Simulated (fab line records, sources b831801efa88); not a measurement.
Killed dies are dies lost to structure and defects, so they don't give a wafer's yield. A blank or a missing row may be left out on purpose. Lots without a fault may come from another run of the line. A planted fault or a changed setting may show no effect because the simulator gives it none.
One fault seen from 2 desks | flow gf180mcu | each desk has only its own numbers; what lay behind them comes last

THE TOOL OWNER'S DESK: pvd_sputter-04
The tool's own readings at GF_M1_SPUTTER_03 (material Ti, target thk 10 nm, time 6.7 s): means of the sampled wafers that have a number, for each lot that ran on this tool. A lot is out of limits, marked OUT, if its mean lies more than 4 standard deviations from the usual mean; the brackets give that distance.
Columns: A = throttle_valve_pct at GF_M1_SPUTTER_03, usual 30.1 %
lot  | first seen here | A
L320 | day 16 02:25    | 30.6
L333 | day 21 03:37    | 31.5
L334 | day 21 08:59    | 30.9
L335 | day 21 17:39    | 30.2
This desk's finding: nothing out of limits on any of the 4 lots.

THE METROLOGY DESK
What the gauges read, lot by lot, whatever tool the lot ran on: means of the sampled wafers that have a number. A lot is out of limits, marked OUT, if its mean lies more than 4 standard deviations from the usual mean; the brackets give that distance.
Columns: A = CONTACT_W_RS at GF_CONTACT_RS_MEAS_25, usual 0.379 ohm/sq; B = CONTACT_W_THK at GF_CONTACT_THK_MEAS_26, usual 310 nm
lot  | first seen here | A     | B
L320 | day 16 01:47    | 0.378 | 308
L325 | day 18 04:18    | 0.381 | 310
L333 | day 21 02:59    | 0.376 | 312
L334 | day 21 07:58    | 0.389 | 300
L335 | day 21 17:01    | 0.376 | 311
L341 | day 23 19:55    | 0.376 | 314
L343 | day 24 05:34    | 0.369 | 321
This desk's finding: nothing out of limits on any of the 7 lots.

PUT TOGETHER
The tool owner's desk saw nothing out of limits.
The metrology desk saw nothing out of limits.

WHAT THE SIMULATOR HAD PUT IN
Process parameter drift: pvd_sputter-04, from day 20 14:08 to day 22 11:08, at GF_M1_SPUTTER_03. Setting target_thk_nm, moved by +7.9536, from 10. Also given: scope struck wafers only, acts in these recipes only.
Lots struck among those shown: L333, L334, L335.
